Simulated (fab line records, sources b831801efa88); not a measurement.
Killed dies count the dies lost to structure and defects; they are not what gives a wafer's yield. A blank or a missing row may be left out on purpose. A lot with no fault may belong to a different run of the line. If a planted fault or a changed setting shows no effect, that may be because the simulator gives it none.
fab line records / flow sky130
[record] lots = 13 wafers = 37 last-day = 51
route steps=708 shown SONOS_TUNNEL@160 SONOS_ONO@182 GATE_OXIDE@197
lots that met no fault: from a run of the same line without faults
start-h: hours from the record's first day to the start of the lot's first wafer shown / wait-h: time in hours since the lot's previous step / " the same as in the row above / L1.1+2: a row that stands for several wafers / - no value, or no start was given / * or withheld: withheld / < > ~ a bound
route shown NAME@n: names a module that has steps shown in the file, with the first one's number in the route / usual: mean/standard deviation of fault-free wafers / same: alike in all rows / chamber/n: place in a boat / sites: readings site by site / _std_site: standard deviation of those values / _edge_site: mean of outer sites minus mean of inner sites / radius-mm: for every site, how far away it sits from the centre of the wafer / mask NAME#n: copy n / behind: the tool/chamber that last shaped the wafer / hold: why the lot went on hold/how many hours it stayed there/how the hold came to an end / device: the transistor (n, p or np) that didn't switch / end of line: tests run on the same wafers once the route is complete / a step without rows: its recipe alone / killed: dies lost to structure and defects at the first sort, not the wafer's yield / map: a wafer's dies, marking killed ones x, the rest . and places with no die _
set.NAME: the setting as run; set.NAME@STEP: as run at that earlier step / model.NAME: the simulator's own value behind a step, which no gauge read
the route's steps for a sample of lots (tables are steps, rows are wafers)
services: the hour from which a tool's chamber was out of use, counted from the record's first day as start-h (under 0 if before that day), plus the number of hours and why
[[steps]]
[step SKY_SONOS_TUNNEL_DEVELOP_06]
[recipe] resist = NOVOLAK developer = TMAH develop-time-s = 60 dev-temp-c = 23
[usual] developer-temp-C = 22.99/0.11
lot.wafer=L539.1 tool=litho-track-03 chamber=0 start-h=243.81 wait-h=0.1 developer-temp-C=23.05
lot.wafer=L539.3 tool=litho-track-03 chamber=0 start-h=243.81 wait-h=0.1 developer-temp-C=22.94
lot.wafer=L539.6 tool=litho-track-03 chamber=0 start-h=243.81 wait-h=0.1 developer-temp-C=23.03
lot.wafer=L541.1 tool=litho-track-01 chamber=0 start-h=260.06 wait-h=0.1 developer-temp-C=23.02
lot.wafer=L541.3 tool=litho-track-01 chamber=0 start-h=260.06 wait-h=0.1 developer-temp-C=23.00
lot.wafer=L541.5 tool=litho-track-01 chamber=0 start-h=260.06 wait-h=0.1 developer-temp-C=23.04
lot.wafer=L542.1 tool=litho-track-02 chamber=0 start-h=264.42 wait-h=0.1 developer-temp-C=22.99
lot.wafer=L542.2 tool=litho-track-02 chamber=0 start-h=264.42 wait-h=0.1 developer-temp-C=22.90
lot.wafer=L542.3 tool=litho-track-02 chamber=0 start-h=264.42 wait-h=0.1 developer-temp-C=22.99
lot.wafer=L547.2 tool=litho-track-01 chamber=0 start-h=316.03 wait-h=0.1 developer-temp-C=23.01
lot.wafer=L547.6 tool=litho-track-01 chamber=0 start-h=316.03 wait-h=0.1 developer-temp-C=23.08
lot.wafer=L549.5 tool=litho-track-01 chamber=0 start-h=331.71 wait-h=0.1 developer-temp-C=22.91
lot.wafer=L549.6 tool=litho-track-01 chamber=0 start-h=331.71 wait-h=0.1 developer-temp-C=22.94
lot.wafer=L552.1 tool=litho-track-03 chamber=0 start-h=348.81 wait-h=0.1 developer-temp-C=22.99
lot.wafer=L552.2 tool=litho-track-03 chamber=0 start-h=348.81 wait-h=0.1 developer-temp-C=23.01
lot.wafer=L552.6 tool=litho-track-03 chamber=0 start-h=348.81 wait-h=0.1 developer-temp-C=23.00
lot.wafer=L556.1 tool=litho-track-01 chamber=0 start-h=381.06 wait-h=0.1 developer-temp-C=23.01
lot.wafer=L556.4 tool=litho-track-01 chamber=0 start-h=381.06 wait-h=0.1 developer-temp-C=23.00
lot.wafer=L556.5 tool=litho-track-01 chamber=0 start-h=381.06 wait-h=0.1 developer-temp-C=22.88
lot.wafer=L557.3 tool=litho-track-02 chamber=0 start-h=389.02 wait-h=0.1 developer-temp-C=22.73
lot.wafer=L557.4 tool=litho-track-02 chamber=0 start-h=389.02 wait-h=0.1 developer-temp-C=22.88
lot.wafer=L557.6 tool=litho-track-02 chamber=0 start-h=389.02 wait-h=0.1 developer-temp-C=22.91
lot.wafer=L558.2 tool=litho-track-03 chamber=0 start-h=405.09 wait-h=0.1 developer-temp-C=23.16
lot.wafer=L558.4 tool=litho-track-03 chamber=0 start-h=405.09 wait-h=0.1 developer-temp-C=23.19
lot.wafer=L558.6 tool=litho-track-03 chamber=0 start-h=405.09 wait-h=0.1 developer-temp-C=23.03
lot.wafer=L559.1 tool=litho-track-01 chamber=0 start-h=427.06 wait-h=0.1 developer-temp-C=23.14
lot.wafer=L559.2 tool=litho-track-01 chamber=0 start-h=427.06 wait-h=0.1 developer-temp-C=22.90
lot.wafer=L559.6 tool=litho-track-01 chamber=0 start-h=427.06 wait-h=0.1 developer-temp-C=22.97
lot.wafer=L561.1 tool=litho-track-01 chamber=0 start-h=433.06 wait-h=0.1 developer-temp-C=22.98
lot.wafer=L561.3 tool=litho-track-01 chamber=0 start-h=433.06 wait-h=0.1 developer-temp-C=22.98
lot.wafer=L561.6 tool=litho-track-01 chamber=0 start-h=433.06 wait-h=0.1 developer-temp-C=23.07
lot.wafer=L560.1 tool=litho-track-01 chamber=0 start-h=434.01 wait-h=0.1 developer-temp-C=23.00
lot.wafer=L560.4 tool=litho-track-01 chamber=0 start-h=434.01 wait-h=0.1 developer-temp-C=23.11
lot.wafer=L560.5 tool=litho-track-01 chamber=0 start-h=434.01 wait-h=0.1 developer-temp-C=22.96
lot.wafer=L562.4 tool=litho-track-01 chamber=0 start-h=446.28 wait-h=0.1 developer-temp-C=22.94
lot.wafer=L562.5 tool=litho-track-01 chamber=0 start-h=446.28 wait-h=0.1 developer-temp-C=23.05
lot.wafer=L562.6 tool=litho-track-01 chamber=0 start-h=446.28 wait-h=0.1 developer-temp-C=22.87
[step SKY_SONOS_TUNNEL_CD_MEAS_07]
[recipe] target-cd-nm = 410
[usual] cd-nm = 410.8/2.3
lot.wafer=L539.1 tool=cd-sem-02 chamber=- start-h=243.96 wait-h=0.1 cd-nm=411.4
lot.wafer=L539.3 tool=cd-sem-02 chamber=- start-h=243.96 wait-h=0.1 cd-nm=412.6
lot.wafer=L539.6 tool=cd-sem-02 chamber=- start-h=243.96 wait-h=0.1 cd-nm=410.2
lot.wafer=L541.1 tool=cd-sem-02 chamber=- start-h=260.21 wait-h=0.1 cd-nm=410.4
lot.wafer=L541.3 tool=cd-sem-02 chamber=- start-h=260.21 wait-h=0.1 cd-nm=411.2
lot.wafer=L541.5 tool=cd-sem-02 chamber=- start-h=260.21 wait-h=0.1 cd-nm=410.7
lot.wafer=L542.1 tool=cd-sem-01 chamber=- start-h=264.57 wait-h=0.1 cd-nm=412.5
lot.wafer=L542.2 tool=cd-sem-01 chamber=- start-h=264.57 wait-h=0.1 cd-nm=410.8
lot.wafer=L542.3 tool=cd-sem-01 chamber=- start-h=264.57 wait-h=0.1 cd-nm=412.2
lot.wafer=L547.2 tool=cd-sem-01 chamber=- start-h=316.18 wait-h=0.1 cd-nm=396.4
lot.wafer=L547.6 tool=cd-sem-01 chamber=- start-h=316.18 wait-h=0.1 cd-nm=395.9
lot.wafer=L549.5 tool=cd-sem-01 chamber=- start-h=331.84 wait-h=0.1 cd-nm=413.4
lot.wafer=L549.6 tool=cd-sem-01 chamber=- start-h=331.84 wait-h=0.1 cd-nm=401.3
lot.wafer=L552.1 tool=cd-sem-01 chamber=- start-h=348.96 wait-h=0.1 cd-nm=411.1
lot.wafer=L552.2 tool=cd-sem-01 chamber=- start-h=348.96 wait-h=0.1 cd-nm=411.8
lot.wafer=L552.6 tool=cd-sem-01 chamber=- start-h=348.96 wait-h=0.1 cd-nm=411.6
lot.wafer=L556.1 tool=cd-sem-02 chamber=- start-h=381.21 wait-h=0.1 cd-nm=411.6
lot.wafer=L556.4 tool=cd-sem-02 chamber=- start-h=381.21 wait-h=0.1 cd-nm=408.8
lot.wafer=L556.5 tool=cd-sem-02 chamber=- start-h=381.21 wait-h=0.1 cd-nm=409.7
lot.wafer=L557.3 tool=cd-sem-02 chamber=- start-h=389.16 wait-h=0.1 cd-nm=409.2
lot.wafer=L557.4 tool=cd-sem-02 chamber=- start-h=389.16 wait-h=0.1 cd-nm=411.2
lot.wafer=L557.6 tool=cd-sem-02 chamber=- start-h=389.16 wait-h=0.1 cd-nm=410.3
lot.wafer=L558.2 tool=cd-sem-01 chamber=- start-h=405.23 wait-h=0.1 cd-nm=407.0
lot.wafer=L558.4 tool=cd-sem-01 chamber=- start-h=405.23 wait-h=0.1 cd-nm=405.0
lot.wafer=L558.6 tool=cd-sem-01 chamber=- start-h=405.23 wait-h=0.1 cd-nm=406.0
lot.wafer=L559.1 tool=cd-sem-01 chamber=- start-h=427.21 wait-h=0.1 cd-nm=407.9
lot.wafer=L559.2 tool=cd-sem-01 chamber=- start-h=427.21 wait-h=0.1 cd-nm=406.3
lot.wafer=L559.6 tool=cd-sem-01 chamber=- start-h=427.21 wait-h=0.1 cd-nm=406.0
lot.wafer=L561.1 tool=cd-sem-01 chamber=- start-h=433.21 wait-h=0.1 cd-nm=409.7
lot.wafer=L561.3 tool=cd-sem-01 chamber=- start-h=433.21 wait-h=0.1 cd-nm=411.3
lot.wafer=L561.6 tool=cd-sem-01 chamber=- start-h=433.21 wait-h=0.1 cd-nm=409.5
lot.wafer=L560.1 tool=cd-sem-01 chamber=- start-h=434.16 wait-h=0.1 cd-nm=414.2
lot.wafer=L560.4 tool=cd-sem-01 chamber=- start-h=434.16 wait-h=0.1 cd-nm=415.0
lot.wafer=L560.5 tool=cd-sem-01 chamber=- start-h=434.16 wait-h=0.1 cd-nm=414.3
lot.wafer=L562.4 tool=cd-sem-02 chamber=- start-h=446.42 wait-h=0.1 cd-nm=409.6
lot.wafer=L562.5 tool=cd-sem-02 chamber=- start-h=446.42 wait-h=0.1 cd-nm=412.4
lot.wafer=L562.6 tool=cd-sem-02 chamber=- start-h=446.42 wait-h=0.1 cd-nm=411.3
[step SKY_SONOS_ONO_OVL_MEAS_14]
[usual] SONOS_ONO_OVL = -0.1/1.4
lot.wafer=L539.1 tool=overlay-02 chamber=- start-h=274.85 wait-h=0.1 SONOS_ONO_OVL[nm]=1.1
lot.wafer=L539.3 tool=overlay-02 chamber=- start-h=274.85 wait-h=0.1 SONOS_ONO_OVL[nm]=-0.1
lot.wafer=L539.6 tool=overlay-02 chamber=- start-h=274.85 wait-h=0.1 SONOS_ONO_OVL[nm]=0.5
lot.wafer=L541.1 tool=overlay-02 chamber=- start-h=292.84 wait-h=0.1 SONOS_ONO_OVL[nm]=-1.3
lot.wafer=L541.3 tool=overlay-02 chamber=- start-h=292.84 wait-h=0.1 SONOS_ONO_OVL[nm]=-0.7
lot.wafer=L541.5 tool=overlay-02 chamber=- start-h=292.84 wait-h=0.1 SONOS_ONO_OVL[nm]=-1.1
lot.wafer=L542.1 tool=overlay-02 chamber=- start-h=298.59 wait-h=0.1 SONOS_ONO_OVL[nm]=0.7
lot.wafer=L542.2 tool=overlay-02 chamber=- start-h=298.59 wait-h=0.1 SONOS_ONO_OVL[nm]=-0.3
lot.wafer=L542.3 tool=overlay-02 chamber=- start-h=298.59 wait-h=0.1 SONOS_ONO_OVL[nm]=-0.5
lot.wafer=L547.2 tool=overlay-02 chamber=- start-h=349.64 wait-h=0.1 SONOS_ONO_OVL[nm]=-1.3
lot.wafer=L547.6 tool=overlay-02 chamber=- start-h=349.64 wait-h=0.1 SONOS_ONO_OVL[nm]=1.0
lot.wafer=L549.5 tool=overlay-02 chamber=- start-h=365.81 wait-h=0.0 SONOS_ONO_OVL[nm]=-2.4
lot.wafer=L549.6 tool=overlay-02 chamber=- start-h=365.81 wait-h=0.0 SONOS_ONO_OVL[nm]=-1.3
lot.wafer=L552.1 tool=overlay-02 chamber=- start-h=383.58 wait-h=0.1 SONOS_ONO_OVL[nm]=0.2
lot.wafer=L552.2 tool=overlay-02 chamber=- start-h=383.58 wait-h=0.1 SONOS_ONO_OVL[nm]=2.6
lot.wafer=L552.6 tool=overlay-02 chamber=- start-h=383.58 wait-h=0.1 SONOS_ONO_OVL[nm]=0.6
lot.wafer=L556.1 tool=overlay-01 chamber=- start-h=416.04 wait-h=0.1 SONOS_ONO_OVL[nm]=1.2
lot.wafer=L556.4 tool=overlay-01 chamber=- start-h=416.04 wait-h=0.1 SONOS_ONO_OVL[nm]=1.5
lot.wafer=L556.5 tool=overlay-01 chamber=- start-h=416.04 wait-h=0.1 SONOS_ONO_OVL[nm]=0.3
lot.wafer=L557.3 tool=overlay-01 chamber=- start-h=425.00 wait-h=0.1 SONOS_ONO_OVL[nm]=0.6
lot.wafer=L557.4 tool=overlay-01 chamber=- start-h=425.00 wait-h=0.1 SONOS_ONO_OVL[nm]=1.2
lot.wafer=L557.6 tool=overlay-01 chamber=- start-h=425.00 wait-h=0.1 SONOS_ONO_OVL[nm]=0.3
lot.wafer=L558.2 tool=overlay-01 chamber=- start-h=443.29 wait-h=0.1 SONOS_ONO_OVL[nm]=1.6
lot.wafer=L558.4 tool=overlay-01 chamber=- start-h=443.29 wait-h=0.1 SONOS_ONO_OVL[nm]=1.8
lot.wafer=L558.6 tool=overlay-01 chamber=- start-h=443.29 wait-h=0.1 SONOS_ONO_OVL[nm]=2.0
lot.wafer=L559.1 tool=overlay-02 chamber=- start-h=462.79 wait-h=0.1 SONOS_ONO_OVL[nm]=2.0
lot.wafer=L559.2 tool=overlay-02 chamber=- start-h=462.79 wait-h=0.1 SONOS_ONO_OVL[nm]=0.5
lot.wafer=L559.6 tool=overlay-02 chamber=- start-h=462.79 wait-h=0.1 SONOS_ONO_OVL[nm]=0.3
lot.wafer=L560.1 tool=overlay-01 chamber=- start-h=473.28 wait-h=0.1 SONOS_ONO_OVL[nm]=0.1
lot.wafer=L560.4 tool=overlay-01 chamber=- start-h=473.28 wait-h=0.1 SONOS_ONO_OVL[nm]=-1.0
lot.wafer=L560.5 tool=overlay-01 chamber=- start-h=473.28 wait-h=0.1 SONOS_ONO_OVL[nm]=1.0
lot.wafer=L561.1 tool=overlay-02 chamber=- start-h=473.37 wait-h=0.1 SONOS_ONO_OVL[nm]=0.0
lot.wafer=L561.3 tool=overlay-02 chamber=- start-h=473.37 wait-h=0.1 SONOS_ONO_OVL[nm]=-1.2
lot.wafer=L561.6 tool=overlay-02 chamber=- start-h=473.37 wait-h=0.1 SONOS_ONO_OVL[nm]=-0.8
lot.wafer=L562.4 tool=overlay-01 chamber=- start-h=482.15 wait-h=0.1 SONOS_ONO_OVL[nm]=-2.0
lot.wafer=L562.5 tool=overlay-01 chamber=- start-h=482.15 wait-h=0.1 SONOS_ONO_OVL[nm]=-2.3
lot.wafer=L562.6 tool=overlay-01 chamber=- start-h=482.15 wait-h=0.1 SONOS_ONO_OVL[nm]=-1.2
[step SKY_SONOS_ONO_ETCH_15]
[recipe] target-depth-nm = 19.52 chemistry = CHF3/O2 source-w = 600 bias-w = 200 pressure-mtorr = 40 chf3-flow-sccm = 50 O2_flow_sccm = 5 time-s = 7.8
[usual] drypump-motor-current-A = 5.6/0.56 oes-product-au = 1.006/0.01 throttle-valve-pct = 8.827/0.0096
lot.wafer=L539.1 tool=rie-diel-03 chamber=0 start-h=274.89 wait-h=0.0 drypump-motor-current-A=6.7 oes-product-au=1.013 rf-hours-counter-h=11 throttle-valve-pct=8.837
lot.wafer=L539.3 tool=rie-diel-03 chamber=2 start-h=274.89 wait-h=0.0 drypump-motor-current-A=5.6 oes-product-au=1.005 rf-hours-counter-h=6 throttle-valve-pct=8.828
lot.wafer=L539.6 tool=rie-diel-03 chamber=0 start-h=274.89 wait-h=0.0 drypump-motor-current-A=6.6 oes-product-au=1.014 rf-hours-counter-h=- throttle-valve-pct=8.842
lot.wafer=L541.1 tool=rie-diel-03 chamber=1 start-h=292.88 wait-h=0.0 drypump-motor-current-A=5.2 oes-product-au=1.010 rf-hours-counter-h=45 throttle-valve-pct=8.827
lot.wafer=L541.3 tool=rie-diel-03 chamber=2 start-h=292.88 wait-h=0.0 drypump-motor-current-A=5.6 oes-product-au=1.007 rf-hours-counter-h=7 throttle-valve-pct=8.822
lot.wafer=L541.5 tool=rie-diel-03 chamber=3 start-h=292.88 wait-h=0.0 drypump-motor-current-A=6.2 oes-product-au=1.022 rf-hours-counter-h=- throttle-valve-pct=8.826
lot.wafer=L542.1 tool=rie-diel-03 chamber=1 start-h=298.63 wait-h=0.0 drypump-motor-current-A=5.2 oes-product-au=0.988 rf-hours-counter-h=45 throttle-valve-pct=8.808
lot.wafer=L542.2 tool=rie-diel-03 chamber=0 start-h=298.63 wait-h=0.0 drypump-motor-current-A=6.7 oes-product-au=1.002 rf-hours-counter-h=11 throttle-valve-pct=8.827
lot.wafer=L542.3 tool=rie-diel-03 chamber=2 start-h=298.63 wait-h=0.0 drypump-motor-current-A=5.6 oes-product-au=0.997 rf-hours-counter-h=7 throttle-valve-pct=8.822
lot.wafer=L547.2 tool=rie-diel-03 chamber=1 start-h=349.67 wait-h=0.0 drypump-motor-current-A=5.2 oes-product-au=1.010 rf-hours-counter-h=46 throttle-valve-pct=8.832
lot.wafer=L547.6 tool=rie-diel-03 chamber=2 start-h=349.67 wait-h=0.0 drypump-motor-current-A=5.6 oes-product-au=1.018 rf-hours-counter-h=- throttle-valve-pct=8.854
lot.wafer=L549.5 tool=rie-diel-03 chamber=2 start-h=365.84 wait-h=0.0 drypump-motor-current-A=5.6 oes-product-au=1.013 rf-hours-counter-h=- throttle-valve-pct=8.823
lot.wafer=L549.6 tool=rie-diel-03 chamber=3 start-h=365.84 wait-h=0.0 drypump-motor-current-A=6.2 oes-product-au=1.014 rf-hours-counter-h=- throttle-valve-pct=8.820
lot.wafer=L552.1 tool=rie-diel-03 chamber=0 start-h=383.62 wait-h=0.0 drypump-motor-current-A=6.6 oes-product-au=1.004 rf-hours-counter-h=12 throttle-valve-pct=8.831
lot.wafer=L552.2 tool=rie-diel-03 chamber=3 start-h=383.62 wait-h=0.0 drypump-motor-current-A=6.2 oes-product-au=1.021 rf-hours-counter-h=12 throttle-valve-pct=8.845
lot.wafer=L552.6 tool=rie-diel-03 chamber=0 start-h=383.62 wait-h=0.0 drypump-motor-current-A=6.7 oes-product-au=1.013 rf-hours-counter-h=- throttle-valve-pct=8.811
lot.wafer=L556.1 tool=rie-diel-03 chamber=2 start-h=416.08 wait-h=0.0 drypump-motor-current-A=5.5 oes-product-au=1.015 rf-hours-counter-h=8 throttle-valve-pct=8.808
lot.wafer=L556.4 tool=rie-diel-03 chamber=3 start-h=416.08 wait-h=0.0 drypump-motor-current-A=6.2 oes-product-au=1.015 rf-hours-counter-h=12 throttle-valve-pct=8.833
lot.wafer=L556.5 tool=rie-diel-03 chamber=1 start-h=416.08 wait-h=0.0 drypump-motor-current-A=5.1 oes-product-au=1.015 rf-hours-counter-h=- throttle-valve-pct=8.825
lot.wafer=L557.3 tool=rie-diel-01 chamber=3 start-h=425.03 wait-h=0.0 drypump-motor-current-A=5.4 oes-product-au=0.995 rf-hours-counter-h=2 throttle-valve-pct=8.824
lot.wafer=L557.4 tool=rie-diel-01 chamber=2 start-h=425.03 wait-h=0.0 drypump-motor-current-A=5.9 oes-product-au=1.013 rf-hours-counter-h=7 throttle-valve-pct=8.826
lot.wafer=L557.6 tool=rie-diel-01 chamber=0 start-h=425.03 wait-h=0.0 drypump-motor-current-A=5.6 oes-product-au=1.003 rf-hours-counter-h=- throttle-valve-pct=8.836
lot.wafer=L558.2 tool=rie-diel-04 chamber=3 start-h=443.32 wait-h=0.0 drypump-motor-current-A=5.3 oes-product-au=0.999 rf-hours-counter-h=82 throttle-valve-pct=8.832
lot.wafer=L558.4 tool=rie-diel-04 chamber=2 start-h=443.32 wait-h=0.0 drypump-motor-current-A=5.4 oes-product-au=1.016 rf-hours-counter-h=8 throttle-valve-pct=8.836
lot.wafer=L558.6 tool=rie-diel-04 chamber=0 start-h=443.32 wait-h=0.0 drypump-motor-current-A=5.7 oes-product-au=1.005 rf-hours-counter-h=- throttle-valve-pct=8.837
lot.wafer=L559.1 tool=rie-diel-04 chamber=1 start-h=462.83 wait-h=0.0 drypump-motor-current-A=4.9 oes-product-au=1.015 rf-hours-counter-h=2 throttle-valve-pct=8.817
lot.wafer=L559.2 tool=rie-diel-04 chamber=3 start-h=462.83 wait-h=0.0 drypump-motor-current-A=5.3 oes-product-au=0.994 rf-hours-counter-h=83 throttle-valve-pct=8.824
lot.wafer=L559.6 tool=rie-diel-04 chamber=1 start-h=462.83 wait-h=0.0 drypump-motor-current-A=4.9 oes-product-au=1.014 rf-hours-counter-h=- throttle-valve-pct=8.834
lot.wafer=L560.1 tool=rie-diel-01 chamber=1 start-h=473.32 wait-h=0.0 drypump-motor-current-A=4.7 oes-product-au=0.991 rf-hours-counter-h=63 throttle-valve-pct=8.826
lot.wafer=L560.4 tool=rie-diel-01 chamber=0 start-h=473.32 wait-h=0.0 drypump-motor-current-A=5.6 oes-product-au=1.004 rf-hours-counter-h=7 throttle-valve-pct=8.826
lot.wafer=L560.5 tool=rie-diel-01 chamber=2 start-h=473.32 wait-h=0.0 drypump-motor-current-A=5.9 oes-product-au=1.007 rf-hours-counter-h=- throttle-valve-pct=8.820
lot.wafer=L561.1 tool=rie-diel-03 chamber=3 start-h=473.40 wait-h=0.0 drypump-motor-current-A=6.2 oes-product-au=1.024 rf-hours-counter-h=13 throttle-valve-pct=8.841
lot.wafer=L561.3 tool=rie-diel-03 chamber=1 start-h=473.40 wait-h=0.0 drypump-motor-current-A=5.2 oes-product-au=1.011 rf-hours-counter-h=47 throttle-valve-pct=8.830
lot.wafer=L561.6 tool=rie-diel-03 chamber=1 start-h=473.40 wait-h=0.0 drypump-motor-current-A=5.1 oes-product-au=1.011 rf-hours-counter-h=- throttle-valve-pct=8.834
lot.wafer=L562.4 tool=rie-diel-01 chamber=2 start-h=482.17 wait-h=0.0 drypump-motor-current-A=5.8 oes-product-au=1.020 rf-hours-counter-h=8 throttle-valve-pct=8.838
lot.wafer=L562.5 tool=rie-diel-01 chamber=1 start-h=482.17 wait-h=0.0 drypump-motor-current-A=4.6 oes-product-au=0.984 rf-hours-counter-h=- throttle-valve-pct=8.817
lot.wafer=L562.6 tool=rie-diel-01 chamber=0 start-h=482.17 wait-h=0.0 drypump-motor-current-A=5.6 oes-product-au=0.999 rf-hours-counter-h=- throttle-valve-pct=8.812
[step SKY_GATE_OXIDE_OVL_MEAS_10]
[usual] GATE_OXIDE_OVL = 0.5/1.6
lot.wafer=L539.1 tool=overlay-02 chamber=- start-h=302.67 wait-h=0.1 GATE_OXIDE_OVL[nm]=-1.1
lot.wafer=L539.3 tool=overlay-02 chamber=- start-h=302.67 wait-h=0.1 GATE_OXIDE_OVL[nm]=0.3
lot.wafer=L539.6 tool=overlay-02 chamber=- start-h=302.67 wait-h=0.1 GATE_OXIDE_OVL[nm]=-0.4
lot.wafer=L541.1 tool=overlay-01 chamber=- start-h=321.21 wait-h=0.1 GATE_OXIDE_OVL[nm]=2.5
lot.wafer=L541.3 tool=overlay-01 chamber=- start-h=321.21 wait-h=0.1 GATE_OXIDE_OVL[nm]=-1.3
lot.wafer=L541.5 tool=overlay-01 chamber=- start-h=321.21 wait-h=0.1 GATE_OXIDE_OVL[nm]=1.8
lot.wafer=L542.1 tool=overlay-01 chamber=- start-h=327.31 wait-h=0.1 GATE_OXIDE_OVL[nm]=0.9
lot.wafer=L542.2 tool=overlay-01 chamber=- start-h=327.31 wait-h=0.1 GATE_OXIDE_OVL[nm]=-0.2
lot.wafer=L542.3 tool=overlay-01 chamber=- start-h=327.31 wait-h=0.1 GATE_OXIDE_OVL[nm]=-0.1
lot.wafer=L547.2 tool=overlay-02 chamber=- start-h=380.91 wait-h=0.1 GATE_OXIDE_OVL[nm]=0.4
lot.wafer=L547.6 tool=overlay-02 chamber=- start-h=380.91 wait-h=0.1 GATE_OXIDE_OVL[nm]=0.7
lot.wafer=L549.5 tool=overlay-02 chamber=- start-h=396.40 wait-h=0.1 GATE_OXIDE_OVL[nm]=1.3
lot.wafer=L549.6 tool=overlay-02 chamber=- start-h=396.40 wait-h=0.1 GATE_OXIDE_OVL[nm]=3.3
lot.wafer=L552.1 tool=overlay-01 chamber=- start-h=415.82 wait-h=0.1 GATE_OXIDE_OVL[nm]=1.6
lot.wafer=L552.2 tool=overlay-01 chamber=- start-h=415.82 wait-h=0.1 GATE_OXIDE_OVL[nm]=1.0
lot.wafer=L552.6 tool=overlay-01 chamber=- start-h=415.82 wait-h=0.1 GATE_OXIDE_OVL[nm]=2.1
lot.wafer=L556.1 tool=overlay-01 chamber=- start-h=450.31 wait-h=0.1 GATE_OXIDE_OVL[nm]=-0.5
lot.wafer=L556.4 tool=overlay-01 chamber=- start-h=450.31 wait-h=0.1 GATE_OXIDE_OVL[nm]=-0.7
lot.wafer=L556.5 tool=overlay-01 chamber=- start-h=450.31 wait-h=0.1 GATE_OXIDE_OVL[nm]=-2.5
lot.wafer=L557.3 tool=overlay-01 chamber=- start-h=458.27 wait-h=0.1 GATE_OXIDE_OVL[nm]=4.0
lot.wafer=L557.4 tool=overlay-01 chamber=- start-h=458.27 wait-h=0.1 GATE_OXIDE_OVL[nm]=3.1
lot.wafer=L557.6 tool=overlay-01 chamber=- start-h=458.27 wait-h=0.1 GATE_OXIDE_OVL[nm]=2.9
lot.wafer=L558.2 tool=overlay-01 chamber=- start-h=477.07 wait-h=0.1 GATE_OXIDE_OVL[nm]=0.0
lot.wafer=L558.4 tool=overlay-01 chamber=- start-h=477.07 wait-h=0.1 GATE_OXIDE_OVL[nm]=-0.8
lot.wafer=L558.6 tool=overlay-01 chamber=- start-h=477.07 wait-h=0.1 GATE_OXIDE_OVL[nm]=-1.0
lot.wafer=L559.1 tool=overlay-01 chamber=- start-h=496.26 wait-h=0.1 GATE_OXIDE_OVL[nm]=2.1
lot.wafer=L559.2 tool=overlay-01 chamber=- start-h=496.26 wait-h=0.1 GATE_OXIDE_OVL[nm]=0.8
lot.wafer=L559.6 tool=overlay-01 chamber=- start-h=496.26 wait-h=0.1 GATE_OXIDE_OVL[nm]=0.0
lot.wafer=L560.1 tool=overlay-02 chamber=- start-h=506.11 wait-h=0.1 GATE_OXIDE_OVL[nm]=1.2
lot.wafer=L560.4 tool=overlay-02 chamber=- start-h=506.11 wait-h=0.1 GATE_OXIDE_OVL[nm]=0.0
lot.wafer=L560.5 tool=overlay-02 chamber=- start-h=506.11 wait-h=0.1 GATE_OXIDE_OVL[nm]=2.0
lot.wafer=L561.1 tool=overlay-02 chamber=- start-h=506.66 wait-h=0.1 GATE_OXIDE_OVL[nm]=3.6
lot.wafer=L561.3 tool=overlay-02 chamber=- start-h=506.66 wait-h=0.1 GATE_OXIDE_OVL[nm]=1.3
lot.wafer=L561.6 tool=overlay-02 chamber=- start-h=506.66 wait-h=0.1 GATE_OXIDE_OVL[nm]=0.8
lot.wafer=L562.4 tool=overlay-01 chamber=- start-h=515.03 wait-h=0.1 GATE_OXIDE_OVL[nm]=3.1
lot.wafer=L562.5 tool=overlay-01 chamber=- start-h=515.03 wait-h=0.1 GATE_OXIDE_OVL[nm]=3.0
lot.wafer=L562.6 tool=overlay-01 chamber=- start-h=515.03 wait-h=0.1 GATE_OXIDE_OVL[nm]=3.5
[[services]]
tool=rie-diel-01 chamber=1 start-h=246.60 hours=14.9 kind=repair
tool=rie-diel-04 chamber=- start-h=286.74 hours=14.2 kind=repair
tool=rie-diel-04 chamber=2 start-h=296.68 hours=19.5 kind=repair
tool=rie-diel-03 chamber=- start-h=301.87 hours=2.8 kind=pm
tool=rie-diel-03 chamber=3 start-h=307.20 hours=2.5 kind=repair
tool=rie-diel-04 chamber=1 start-h=316.15 hours=- kind=clean
tool=rie-diel-04 chamber=1 start-h=316.15 hours=24.0 kind=scheduled-down
tool=rie-diel-04 chamber=1 start-h=316.15 hours=24.0 kind=vent-cycle
tool=rie-diel-01 chamber=3 start-h=329.49 hours=- kind=clean
tool=rie-diel-01 chamber=3 start-h=329.49 hours=17.8 kind=scheduled-down
tool=rie-diel-01 chamber=3 start-h=329.49 hours=17.8 kind=vent-cycle
tool=rie-diel-03 chamber=1 start-h=380.68 hours=3.0 kind=repair
tool=rie-diel-04 chamber=1 start-h=393.74 hours=9.8 kind=repair
tool=rie-diel-04 chamber=- start-h=404.59 hours=21.1 kind=repair
tool=rie-diel-03 chamber=- start-h=424.92 hours=14.6 kind=pm
tool=rie-diel-03 chamber=- start-h=439.52 hours=4.3 kind=pm
tool=rie-diel-03 chamber=3 start-h=445.31 hours=1.5 kind=repair
tool=rie-diel-03 chamber=- start-h=471.84 hours=0.4 kind=repair
[[key]]
[first-sign] step = SKY_SONOS_TUNNEL_CD_MEAS_07 reading = cd-nm direction = down sigmas = 5.5 usual = 410.8 struck = 397.9
effect none on later readings
met-at SKY_SONOS_TUNNEL_DEVELOP_06
struck-lots L547,L549
struck-wafers L547.2,L547.6,L549.6
tester-left-out L547,L549
not-acting-at SKY_SONOS_ONO_OVL_MEAS_14,SKY_SONOS_ONO_ETCH_15,SKY_GATE_OXIDE_OVL_MEAS_10
onset-between 260.06 316.03
[fault] kind = process-parameter-drift tool = litho-track-01 chamber = - onset-h = 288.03 steps = SKY_SONOS_TUNNEL_DEVELOP_06 channel = develop-time-s offset = * shape = step end-h = 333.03 scope = struck-wafers-only acts-in = * stated = *
// tester-left-out: of these lots the tester's yield and bins aren't shown, on N5 and GAA mostly nor the transistor test; their killed dies are dies lost to structure and defects alone, not to doping, threshold or leakage, so they don't give the yield
